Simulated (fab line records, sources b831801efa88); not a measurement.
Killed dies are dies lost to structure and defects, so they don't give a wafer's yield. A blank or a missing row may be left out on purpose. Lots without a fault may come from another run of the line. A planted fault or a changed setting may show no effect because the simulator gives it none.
Problem report in the 8D (eight disciplines) form, filled by code | flow sky130 | the parts of the form that need people (team, actions taken, sign-off) are left out

1. THE PROBLEM
developer_temp_C at SKY_PWDE_DEVELOP_06 reads a mean of 23.86 C on 9 wafers of 3 lots; wafers without a fault read 22.99 C with a standard deviation of 0.11. That is +7.9 standard deviations from the usual mean.
The step: develop time 60 s.
First seen on wafer L688.2, day 4 17:00, on litho_track-01. The record holds 42 wafers of 14 lots with a number at this step. Rule for "out", or "out of limits": more than 4 standard deviations from the usual mean. The other wafers with a number count as sound.

2. WHAT IT IS AND WHAT IT IS NOT
question                    | is                     | is not
which readings at this step | developer_temp_C       | -
which lots                  | L688, L690, L692       | L684, L694, L696, L699, L700, L701, L703, L704, L705, L706, L707
which wafers of those lots  | all that have a number | -
read on which tools         | litho_track-01         | litho_track-02, litho_track-03
when                        | from day 4 17:00       | up to then (3 sound wafers); but 30 sound wafers of L694, L696, L699, L700, L701, L703, L704, L705, L706, L707 came after

3. SUSPECTS, AND WHAT RULES EACH OUT
Counting: a tool at a process step up to the reading stays a suspect if it ran every lot that is out and no sound lot after the first of them.
- litho_track-01 at SKY_PWDE_DEVELOP_06 (develop time 60 s): ruled out as a lasting fault. Sound lots L707, L706 ran on it after its first lot that is out, L688 (day 4 17:00).
Left after counting: nothing in the record.

4. THE CAUSE (what the simulator had put in)
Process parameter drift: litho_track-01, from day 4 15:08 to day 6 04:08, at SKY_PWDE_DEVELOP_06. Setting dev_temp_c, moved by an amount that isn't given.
Counting ruled it out, wrongly.

5. THE CHAIN OF EFFECTS, in route order
Each row: a reading whose mean over the struck wafers that have a number lies more than 3 standard deviations from the usual. Only readings for which the record gives a usual standard deviation are gone through. hours: the time from each lot's start at the first step in this table that gives one to its start at this step, as a median over the lots. sigmas: the change in usual standard deviations.
hours | step                | reading          | usual   | on struck wafers | change | sigmas
0     | SKY_PWDE_DEVELOP_06 | developer_temp_C | 22.99 C | 23.86            | +0.87  | +7.9
The process steps in it:
- SKY_PWDE_DEVELOP_06: develop time 60 s.
Later measuring or inspecting steps at which every struck wafer that the step has a row for has a number for every such reading, and none has moved that far: SKY_NWELL_RS_MEAS_31.

6. WHAT WOULD HAVE CAUGHT IT SOONER
In this record the first reading out of limits was taken at day 4 17:00, 2 hours after the fault began at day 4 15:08.
